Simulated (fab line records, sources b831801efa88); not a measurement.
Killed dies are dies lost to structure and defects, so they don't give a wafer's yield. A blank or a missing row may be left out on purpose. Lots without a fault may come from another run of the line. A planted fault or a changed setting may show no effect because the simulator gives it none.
Which tool did it? | flow sky130 | 14 lots, 42 wafers sampled, at 4 steps of a route of 708

WHAT THE GAUGES READ, wafer by wafer
SKY_CAP2M_THK_MEAS_01.
lot  | measured     | on            | CAP2M_CVD_00_THK (nm)
L985 | day 39 10:23 | film_metro-02 | 15.62 15.56 15.90
L986 | day 39 23:56 | film_metro-02 | 15.27 15.52 15.29
L987 | day 40 02:57 | film_metro-04 | 15.21 15.59 15.64
L989 | day 40 23:47 | film_metro-01 | 15.21 15.64 15.63
L990 | day 41 03:52 | film_metro-02 | 15.69 15.88 15.72
L101 | day 44 12:26 | film_metro-01 | 15.42 15.52 15.63
L103 | day 44 18:32 | film_metro-04 | 15.15 15.15 15.41
L102 | day 44 21:20 | film_metro-02 | 15.27 15.70 15.93
L104 | day 44 23:29 | film_metro-02 | 15.50 15.50 15.32
L105 | day 45 11:31 | film_metro-01 | 15.43 15.66 15.62
L106 | day 45 12:18 | film_metro-04 | 15.41 15.44 15.66
L107 | day 46 02:31 | film_metro-04 | 15.27 15.60 15.66

WHICH TOOL RAN EACH LOT (tool, then ch and the chambers of the sampled wafers, then the start)
lot  | SKY_METAL3_DESCUM_15              | SKY_VIA3_STRIP_16                    | SKY_METAL4_SPUTTER_01
L985 | rie_metal-01 ch 0, day 38 05:43   | plasma_asher-03 ch 0,1, day 39 08:57 | pvd_sputter-02, day 39 10:14
L986 | rie_metal-04 ch 0,1, day 38 20:21 | plasma_asher-03 ch 0,1, day 39 22:30 | pvd_sputter-01, day 39 23:47
L987 | rie_metal-02 ch 0,1, day 38 22:57 | plasma_asher-03 ch 0,1, day 40 01:31 | pvd_sputter-02, day 40 02:48
L989 | rie_metal-01 ch 0,1, day 39 20:03 | plasma_asher-04 ch 0,1, day 40 22:21 | pvd_sputter-01, day 40 23:38
L990 | rie_metal-01 ch 0,1, day 40 00:28 | plasma_asher-01 ch 0,1, day 41 02:26 | pvd_sputter-01, day 41 03:41
L996 | rie_metal-04 ch 0,1, day 41 20:37 | plasma_asher-01 ch 0,1, day 42 22:20 | -
L997 | rie_metal-02 ch 0,1, day 42 04:57 | plasma_asher-03 ch 0,1, day 43 06:14 | -
L101 | rie_metal-04 ch 0,1, day 43 10:42 | plasma_asher-03 ch 0,1, day 44 10:57 | pvd_sputter-03, day 44 12:16
L103 | rie_metal-01 ch 0, day 43 16:41   | plasma_asher-01 ch 0,1, day 44 17:06 | pvd_sputter-02, day 44 18:23
L102 | rie_metal-04 ch 0,1, day 43 20:07 | plasma_asher-01 ch 0,1, day 44 19:52 | pvd_sputter-02, day 44 21:10
L104 | rie_metal-04 ch 0,1, day 43 22:29 | plasma_asher-01 ch 0,1, day 44 22:01 | pvd_sputter-01, day 44 23:19
L105 | rie_metal-01 ch 0,1, day 44 10:19 | plasma_asher-03 ch 0,1, day 45 09:56 | pvd_sputter-02, day 45 11:20
L106 | rie_metal-04 ch 0,1, day 44 11:28 | plasma_asher-01 ch 0,1, day 45 10:53 | pvd_sputter-02, day 45 12:08
L107 | rie_metal-01 ch 0,1, day 45 02:00 | plasma_asher-01 ch 0,1, day 46 01:04 | pvd_sputter-01, day 46 02:21
- SKY_METAL3_DESCUM_15: chemistry O2, time 8 s.
- SKY_VIA3_STRIP_16: strips in O2/N2.
- SKY_METAL4_SPUTTER_01: material TiN, target thk 20 nm, time 16.7 s.

WHAT THE TOOLS THEMSELVES READ (means of the sampled wafers that have a number; where no wafer has one, the mark that the record gives instead)
SKY_METAL3_DESCUM_15.
lot  | tool         | drypump_motor_current_A (A) | oes_product_au (a.u.)
L985 | rie_metal-01 | 4.9                         | 1.005
L986 | rie_metal-04 | 5.5                         | 1.009
L987 | rie_metal-02 | 6.4                         | 1.006
L989 | rie_metal-01 | 5.1                         | 1.004
L990 | rie_metal-01 | 5.1                         | 1.006
L996 | rie_metal-04 | 5.5                         | 0.997
L997 | rie_metal-02 | 6.3                         | 1.000
L101 | rie_metal-04 | 5.5                         | 1.007
L103 | rie_metal-01 | 4.9                         | 1.001
L102 | rie_metal-04 | 5.6                         | 0.993
L104 | rie_metal-04 | 5.7                         | 0.997
L105 | rie_metal-01 | 5.1                         | 1.005
L106 | rie_metal-04 | 5.5                         | 1.001
L107 | rie_metal-01 | 5.4                         | 1.007

SKY_VIA3_STRIP_16.
lot  | tool            | chamber_pressure_mTorr (mTorr) | drypump_motor_current_A (A) | oes_product_au (a.u.) | strip_time_to_endpoint_s (s)
L985 | plasma_asher-03 | 1501.1                         | 5.4                         | 0.406                 | 4.138
L986 | plasma_asher-03 | 1501.0                         | 5.6                         | 0.401                 | 4.149
L987 | plasma_asher-03 | 1499.9                         | 5.4                         | 0.399                 | 4.136
L989 | plasma_asher-04 | 1499.6                         | 5.9                         | 0.402                 | 4.103
L990 | plasma_asher-01 | 1499.6                         | 5.4                         | 0.407                 | 4.133
L996 | plasma_asher-01 | -                              | -                           | -                     | -
L997 | plasma_asher-03 | -                              | -                           | -                     | -
L101 | plasma_asher-03 | 1499.5                         | 5.4                         | 0.403                 | 4.136
L103 | plasma_asher-01 | 1499.6                         | 5.4                         | 0.403                 | 4.139
L102 | plasma_asher-01 | 1500.0                         | 5.4                         | 0.397                 | 4.116
L104 | plasma_asher-01 | 1500.5                         | 5.4                         | 0.397                 | 4.129
L105 | plasma_asher-03 | 1500.4                         | 5.4                         | 0.400                 | 4.125
L106 | plasma_asher-01 | 1499.8                         | 5.4                         | 0.404                 | 4.121
L107 | plasma_asher-01 | 1500.5                         | 5.4                         | 0.406                 | 4.131

SKY_METAL4_SPUTTER_01.
lot  | tool           | throttle_valve_pct (%)
L985 | pvd_sputter-02 | 30.0
L986 | pvd_sputter-01 | 31.4
L987 | pvd_sputter-02 | 29.8
L989 | pvd_sputter-01 | 29.6
L990 | pvd_sputter-01 | 28.9
L101 | pvd_sputter-03 | 30.4
L103 | pvd_sputter-02 | 30.0
L102 | pvd_sputter-02 | 30.2
L104 | pvd_sputter-01 | 29.8
L105 | pvd_sputter-02 | 30.0
L106 | pvd_sputter-02 | 28.2
L107 | pvd_sputter-01 | 30.3

THE ANSWER, worked out from the rows above alone
Rule: what is usual is taken from the lots themselves. Put in order of their means at a reading, lots are off if they are a third of the lots or fewer, leave a main group of 4 or more, and stand apart from it by a gap of 3 or more times the standard deviation of the main group's means; of several such gaps the widest counts. A main group whose means are all the same, to the digits that the tables above print for the reading, isn't used. A lot without any number at a reading at which 4 lots or more have one is off too. The other lots that the step has rows for count as sound. The gauges are gone through in route order, then the tools' own readings, and for those a lot's mean is taken as printed above. The first step at which some lot is off is used, and at that step the reading that is off furthest; a lot without a number counts as furthest.
Off: L996, L997, at SKY_VIA3_STRIP_16 (chamber_pressure_mTorr). Without a number there: L996, L997. The main group: mean 1500.1 mTorr, standard deviation 0.54.
A tool fits if, at that step or a process step before it, it ran every lot that is off, and no sound lot after the first of them. None of those tried fits.

WHAT THE SIMULATOR HAD PUT IN
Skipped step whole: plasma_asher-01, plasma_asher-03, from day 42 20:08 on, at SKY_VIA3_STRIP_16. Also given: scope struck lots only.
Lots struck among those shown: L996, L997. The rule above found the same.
